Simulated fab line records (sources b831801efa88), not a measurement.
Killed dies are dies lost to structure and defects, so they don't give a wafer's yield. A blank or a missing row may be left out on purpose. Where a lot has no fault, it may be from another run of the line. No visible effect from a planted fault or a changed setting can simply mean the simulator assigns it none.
Code-filled problem report in 8D (eight disciplines) form | flow sky130 | the parts of the form that need people (team, actions taken, sign-off) are left out

1. WHAT WENT WRONG
At SKY_GATE_OXIDE_STRIP_13, strip-time-to-endpoint-s averages 5.19 s over 6 wafers from 2 lots, while fault-free wafers read 14.18 s, standard deviation 0.039. So: -99 or more standard deviations from the usual mean.
The step: strips in O2/N2.
Seen first at day 22 05:55 on plasma-asher-02, wafer L159.1. The record has a number at this step for 36 wafers belonging to 12 lots. By rule, "out" or "out of limits" means more than 4 standard deviations away from the usual mean. The other wafers with a number count as sound.

2. WHAT IT IS; WHAT IT IS NOT
question                    | is                                       | is not
which readings at this step | strip-time-to-endpoint-s, oes-product-au | drypump-motor-current-A
which lots                  | L159, L160                               | L137, L139, L140, L142, L143, L144, L145, L146, L147, L148
which wafers of those lots  | all that have a number                   | -
read on which tools         | plasma-asher-02, plasma-asher-03         | plasma-asher-01
when                        | from day 22 05:55                        | up to then (30 sound wafers)

3. THE SUSPECTS, EACH WITH WHAT RULES IT OUT
Counting: a tool at a process step up to the reading stays a suspect if it ran every lot that is out and no sound lot after the first of them.
- litho-track-03 at SKY_GATE_OXIDE_COAT_05 (resist thk 1140 nm): kept. All lots that are out passed through it, beginning with L159 at day 21 13:44, and no sound lot followed; its final sound lot before that point was L147 at day 16 16:50.
Remaining after the count: litho-track-03 at SKY_GATE_OXIDE_COAT_05.

4. THE CAUSE (what the simulator had put in)
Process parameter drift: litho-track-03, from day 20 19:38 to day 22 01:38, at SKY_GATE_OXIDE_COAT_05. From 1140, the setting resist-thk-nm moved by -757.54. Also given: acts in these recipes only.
Only this tool survived the counting.

5. SEQUENCE OF EFFECTS, ordered by route
Each row: a reading where the mean over the struck wafers with a number is more than 3 standard deviations away from the usual. Only readings for which the record gives a usual standard deviation are gone through. hours: the time from each lot's start at the first step in this table that gives one to its start at this step, as a median over the lots. sigmas: the change in usual standard deviations.
hours | step                    | reading                  | usual      | on struck wafers | change | sigmas
0     | SKY_GATE_OXIDE_STRIP_13 | oes-product-au           | 0.716 a.u. | 0.450            | -0.266 | -62
0     | SKY_GATE_OXIDE_STRIP_13 | strip-time-to-endpoint-s | 14.18 s    | 5.19             | -8.99  | -99 or more
Process steps it contains:
- SKY_GATE_OXIDE_STRIP_13: strips in O2/N2.

6. WHAT WOULD HAVE CAUGHT IT SOONER
First out-of-limits reading in this record: day 22 05:55, which is 34 hours after fault onset at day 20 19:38.
Lots out: 2; all had begun SKY_GATE_OXIDE_COAT_05 on litho-track-03 by day 22 05:55. None of them would have been spared by holding the tool at that moment.
